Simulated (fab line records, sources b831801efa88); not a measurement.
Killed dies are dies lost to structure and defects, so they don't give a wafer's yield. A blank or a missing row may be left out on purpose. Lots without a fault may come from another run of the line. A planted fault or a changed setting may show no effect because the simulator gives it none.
Which tool did it? | flow gf180mcu | 12 lots, 36 wafers sampled, at 1 step of a route of 602

WHAT THE GAUGES READ, wafer by wafer
GF_M2_THK_MEAS_06: measures by xrf.
lot  | measured     | on            | M2_ALCU_THK (nm)
L076 | day 19 01:34 | film_metro-02 | 448 450 463
L075 | day 19 07:25 | film_metro-01 | 457 457 455
L079 | day 20 05:25 | film_metro-01 | 456 443 444
L080 | day 20 22:26 | film_metro-03 | 447 451 457
L083 | day 21 15:23 | film_metro-03 | 447 443 442
L085 | day 22 06:28 | film_metro-02 | 445 456 459
L087 | day 23 06:53 | film_metro-01 | 454 460 460
L089 | day 23 18:04 | film_metro-03 | 463 459 461
L091 | day 24 12:40 | film_metro-03 | 460 454 451
L093 | day 25 02:40 | film_metro-03 | 458 454 453
L095 | day 25 13:10 | film_metro-02 | 462 458 453
L097 | day 26 01:28 | film_metro-02 | 463 455 458

WHICH TOOL RAN EACH LOT (tool, then ch and the chambers of the sampled wafers, then the start)
The record holds no process step before these readings.

THE ANSWER, worked out from the rows above alone
Rule: what is usual is taken from the lots themselves. Put in order of their means at a reading, lots are off if they are a third of the lots or fewer, leave a main group of 4 or more, and stand apart from it by a gap of 3 or more times the standard deviation of the main group's means; of several such gaps the widest counts. A main group whose means are all the same, to the digits that the tables above print for the reading, isn't used. A lot without any number at a reading at which 4 lots or more have one is off too. The other lots that the step has rows for count as sound.
No lot is off at any reading shown: from this, nothing can be told.

WHAT THE SIMULATOR HAD PUT IN
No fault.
